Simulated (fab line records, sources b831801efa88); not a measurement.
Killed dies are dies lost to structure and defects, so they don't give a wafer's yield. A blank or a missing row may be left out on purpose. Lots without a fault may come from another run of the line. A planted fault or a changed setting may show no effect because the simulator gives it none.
fab line records | flow sky130
record lots=13 wafers=39 last_day=50
route steps=708 shown VIA2@508 METAL3@533 PAD_OPEN@708
lots that met no fault: from a run of the same line without faults
start_h: hours from the record's first day to the start of the lot's first wafer shown | wait_h: hours since the lot's step before | " the same as in the row above | L1.1+2: a row that stands for several wafers | - no value, or no start given | * or withheld: withheld | < > ~ a bound
route shown NAME@n: a module of which the file shows steps, and the number in the route of the first | usual: mean/standard deviation of fault-free wafers | same: alike in all rows | chamber/n: place in a boat | sites: the reading at each site | _std_site: their standard deviation | _edge_site: outer sites' mean less inner sites' | radius_mm: how far each site lies from the wafer's centre | mask NAME#n: copy n | behind: the tool/chamber that last shaped the wafer | hold: why the lot was held/for how many hours/how that ended | device: the transistor (n, p or np) that didn't switch | end of line: the same wafers' tests at the end of the route | a step without rows: its recipe alone | killed: dies lost to structure and defects at the first sort, not the wafer's yield | map: a wafer's dies, x killed, . not, _ none there
set.NAME: the setting as run; set.NAME@STEP: as run at that earlier step | model.NAME: the simulator's own value behind a step, which no gauge read
steps of the route over a sample of lots; a table a step, a row a wafer
services: from which hour (start_h, from the record's first day; less than 0 if before it) a tool's chamber was out of use, for how many hours, and why
## steps
# step SKY_VIA2_THK_MEAS_01
# recipe reads=SiO2_of_VIA2_HDPCVD_00
# usual VIA2_HDPCVD_THK=1183/14
# columns lot.wafer tool chamber start_h wait_h VIA2_HDPCVD_THK[nm]
L150.3 film_metro-02 - 839.02 0.1 1181
L150.4 " - " " 1187
L150.6 " - " " 1165
L151.1 film_metro-03 - 839.14 0.1 1209
L151.3 " - " " 1176
L151.5 " - " " 1155
L153.1 film_metro-03 - 852.48 0.1 1170
L153.2 " - " " 1167
L153.4 " - " " 1197
L155.1 film_metro-01 - 881.68 0.1 1174
L155.2 " - " " 1156
L155.5 " - " " 1180
L156.1 film_metro-02 - 882.00 0.1 1175
L156.3 " - " " 1167
L156.4 " - " " 1156
L159.1 film_metro-03 - 903.74 0.1 1191
L159.2 " - " " 1196
L159.6 " - " " 1190
L160.2 film_metro-03 - 904.61 0.1 1191
L160.5 " - " " 1190
L160.6 " - " " 1219
L162.2 film_metro-03 - 917.75 0.1 1184
L162.3 " - " " 1186
L162.6 " - " " 1191
L161.1 film_metro-01 - 919.84 0.1 1194
L161.2 " - " " 1176
L161.4 " - " " 1179
L165.1 film_metro-03 - 938.95 0.1 1196
L165.2 " - " " 1218
L165.4 " - " " 1196
L164.1 film_metro-03 - 941.35 0.1 1172
L164.2 " - " " 1195
L164.4 " - " " 1187
L166.3 film_metro-01 - 944.13 0.1 1193
L166.5 " - " " 1200
L166.6 " - " " 1189
L172.2 film_metro-02 - 994.24 0.1 1157
L172.4 " - " " 1183
L172.5 " - " " 1176
# step SKY_VIA2_RS_MEAS_22
# recipe thk_meas_gauge=four-point-probe reads=W_of_VIA2_CVD_21+TiN_of_VIA2_SPUTTER_20
# usual VIA2_W_RS=0.2540/0.0026
# columns lot.wafer tool chamber start_h wait_h VIA2_W_RS[ohm/sq]
L150.3 film_metro-01 - 862.98 0.1 0.2546
L150.4 " - " " 0.2516
L150.6 " - " " 0.2523
L151.1 film_metro-03 - 863.11 0.1 0.2495
L151.3 " - " " 0.2489
L151.5 " - " " 0.2554
L153.1 film_metro-02 - 878.48 0.1 0.2567
L153.2 " - " " 0.2508
L153.4 " - " " 0.2545
L155.1 film_metro-02 - 908.90 0.1 0.2552
L155.2 " - " " 0.2532
L155.5 " - " " 0.2500
L156.1 film_metro-01 - 909.07 0.1 0.2519
L156.3 " - " " 0.2514
L156.4 " - " " 0.2492
L159.1 film_metro-03 - 929.66 0.1 0.2516
L159.2 " - " " 0.2511
L159.6 " - " " 0.2533
L160.2 film_metro-01 - 931.31 0.1 0.2563
L160.5 " - " " 0.2563
L160.6 " - " " 0.2504
L162.2 film_metro-02 - 944.18 0.1 0.2534
L162.3 " - " " 0.2529
L162.6 " - " " 0.2561
L161.1 film_metro-01 - 946.39 0.1 0.2576
L161.2 " - " " 0.2508
L161.4 " - " " 0.2528
L165.1 film_metro-02 - 964.37 0.1 0.2546
L165.2 " - " " 0.2520
L165.4 " - " " 0.2498
L164.1 film_metro-02 - 967.26 0.1 0.2548
L164.2 " - " " 0.2527
L164.4 " - " " 0.2524
L166.3 film_metro-02 - 970.98 0.1 0.2535
L166.5 " - " " 0.2515
L166.6 " - " " 0.2503
L172.2 film_metro-01 - 1019.43 0.1 0.2565
L172.4 " - " " 0.2565
L172.5 " - " " 0.2521
# step SKY_METAL3_SPUTTER_01
# recipe material=TiN target_thk_nm=20 power_w=6500 time_s=16.7 chamber_pressure_pa=0.4
# usual cathode_dc_power_W=6500.0/1.2 throttle_valve_pct=30.2/0.86
# columns lot.wafer tool chamber start_h wait_h cathode_dc_power_W throttle_valve_pct
L150.3 pvd_sputter-04 - 863.44 0.0 6499.4 28.6
L150.4 " - " " 6501.2 30.3
L150.6 " - " " 6499.0 28.6
L151.1 pvd_sputter-01 - 863.61 0.0 6501.0 29.2
L151.3 " - " " 6499.3 30.5
L151.5 " - " " 6502.2 29.4
L153.1 pvd_sputter-04 - 878.98 0.0 6501.1 31.4
L153.2 " - " " 6499.4 30.1
L153.4 " - " " 6502.0 30.3
L155.1 pvd_sputter-03 - 909.41 0.0 6501.0 30.2
L155.2 " - " " 6501.3 30.5
L155.5 " - " " 6499.6 30.6
L156.1 pvd_sputter-04 - 909.58 0.0 6501.3 29.9
L156.3 " - " " 6501.4 28.5
L156.4 " - " " 6499.8 31.2
L159.1 pvd_sputter-01 - 930.17 0.0 6501.9 31.3
L159.2 " - " " 6498.8 29.3
L159.6 " - " " 6498.8 31.3
L160.2 pvd_sputter-01 - 931.79 0.0 6501.7 29.2
L160.5 " - " " 6499.3 30.7
L160.6 " - " " 6498.1 30.3
L162.2 pvd_sputter-04 - 945.88 0.0 6499.2 29.8
L162.3 " - " " 6498.3 28.8
L162.6 " - " " 6501.9 28.3
L161.1 pvd_sputter-04 - 947.38 0.0 6501.0 31.4
L161.2 " - " " 6500.5 28.4
L161.4 " - " " 6501.8 30.0
L165.1 pvd_sputter-04 - 965.06 0.0 6500.1 28.5
L165.2 " - " " 6500.8 30.1
L165.4 " - " " 6499.4 28.6
L164.1 pvd_sputter-01 - 968.24 0.0 6501.1 31.2
L164.2 " - " " 6501.8 29.6
L164.4 " - " " 6500.0 30.5
L166.3 pvd_sputter-03 - 971.72 0.0 6501.3 30.2
L166.5 " - " " 6500.5 30.3
L166.6 " - " " 6499.8 31.0
L172.2 pvd_sputter-01 - 1019.92 0.0 6500.1 29.4
L172.4 " - " " 6498.5 31.3
L172.5 " - " " 6502.1 29.2
# step SKY_METAL3_SPUTTER_04
# recipe material=TiN target_thk_nm=70 power_w=6500 time_s=58.3 chamber_pressure_pa=0.4
# usual cathode_dc_power_W=6499.9/1.1 throttle_valve_pct=30.3/0.86
# columns lot.wafer tool chamber start_h wait_h cathode_dc_power_W throttle_valve_pct
L150.3 pvd_sputter-04 - 863.52 0.0 6501.4 28.6
L150.4 " - " " 6497.3 30.1
L150.6 " - " " 6500.5 28.3
L151.1 pvd_sputter-01 - 863.70 0.0 6499.7 29.4
L151.3 " - " " 6497.9 30.4
L151.5 " - " " 6499.6 29.4
L153.1 pvd_sputter-04 - 879.07 0.0 6499.2 31.3
L153.2 " - " " 6500.1 30.1
L153.4 " - " " 6499.9 30.2
L155.1 pvd_sputter-03 - 909.49 0.0 6502.0 30.1
L155.2 " - " " 6499.6 30.2
L155.5 " - " " 6499.0 30.8
L156.1 pvd_sputter-04 - 909.66 0.0 6502.9 30.0
L156.3 " - " " 6497.8 28.6
L156.4 " - " " 6501.6 31.3
L159.1 pvd_sputter-01 - 930.25 0.0 6499.9 31.4
L159.2 " - " " 6498.5 29.3
L159.6 " - " " 6500.3 31.4
L160.2 pvd_sputter-01 - 931.87 0.0 6497.7 29.5
L160.5 " - " " 6501.0 30.6
L160.6 " - " " 6500.3 30.5
L162.2 pvd_sputter-04 - 945.97 0.0 6500.2 30.1
L162.3 " - " " 6501.5 28.6
L162.6 " - " " 6501.1 28.7
L161.1 pvd_sputter-04 - 947.47 0.0 6499.1 31.2
L161.2 " - " " 6499.3 28.5
L161.4 " - " " 6499.0 30.1
L165.1 pvd_sputter-04 - 965.14 0.0 6696.5 28.6
L165.2 " - " " 6501.1 29.8
L165.4 " - " " 6697.1 28.6
L164.1 pvd_sputter-01 - 968.32 0.0 6500.0 31.5
L164.2 " - " " 6499.1 29.2
L164.4 " - " " 6500.3 30.6
L166.3 pvd_sputter-03 - 971.80 0.0 6496.6 30.2
L166.5 " - " " 6499.0 30.3
L166.6 " - " " 6499.6 30.7
L172.2 pvd_sputter-01 - 1020.00 0.0 6502.1 29.3
L172.4 " - " " 6502.3 31.4
L172.5 " - " " 6498.3 29.7
# step SKY_PAD_OPEN_PROBE_99
# usual defect_limited_yield=82.8/1.8 killed_at_M0_to_M3=42/5.8 killed_at_M4_up=3.0/2 killed_at_contacts=24/5.5 killed_at_front_end=15/3.9 killed_at_other=0.3/0.54 killed_dies=85/8.8 killed_open=47/6.8 killed_short=38/5.9 sort_bin_3_pad_short=0.9/0.41 sort_bin_5_function=10.1/1.4 sort_bin_6_memory=6.2/1.2 sort_n_pass=407/8.8 sort_yield_pct=82.8/1.8
# same gross_dies=492 killed_at_back_side=0 sort_bin_4_leakage[%]=0 sort_bin_8_speed[%]=0
# columns lot.wafer tool chamber start_h wait_h defect_limited_yield[%] killed_at_M0_to_M3 killed_at_M4_up killed_at_contacts killed_at_front_end killed_at_other killed_dies killed_open killed_short sort_bin_3_pad_short[%] sort_bin_5_function[%] sort_bin_6_memory[%] sort_n_pass sort_yield_pct[%]
L160.5 prober-01 - 1140.13 0.2 82.5 35 6 28 17 0 86 52 34 1.0 10.4 6.1 406 82.5
# killed by level:class
L160.5 VIA1:geometric_particle:open=13 CONTACT:geometric_particle:open=11 VIA3:geometric_particle:open=6 LI_CONTACT:geometric_particle:open=5 CONTACT:geometric_particle:short=5 POLY_GATE:geometric_particle:short=4 POLY_GATE:geometric_particle:open=4 VIA2:geometric_particle:open=4
## services
# columns tool chamber start_h hours kind
pvd_sputter-03 - 904.17 1.0 repair
pvd_sputter-03 - 995.29 4.5 repair
## key
first_sign step=SKY_METAL3_SPUTTER_04 reading=cathode_dc_power_W direction=up sigmas=99+ usual=6499.9 struck=6696.8
effect none on later readings
met_at SKY_METAL3_SPUTTER_04
struck_lots L165
struck_wafers L165.1,L165.4
not_acting_at SKY_VIA2_THK_MEAS_01,SKY_VIA2_RS_MEAS_22,SKY_METAL3_SPUTTER_01
onset_between 947.47 965.14
fault kind=process_parameter_drift tool=pvd_sputter-04 chamber=- onset_h=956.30 steps=SKY_METAL3_SPUTTER_04 channel=power_w offset=* shape=step end_h=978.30 acts_in=* stated=* scope=struck_wafers_only
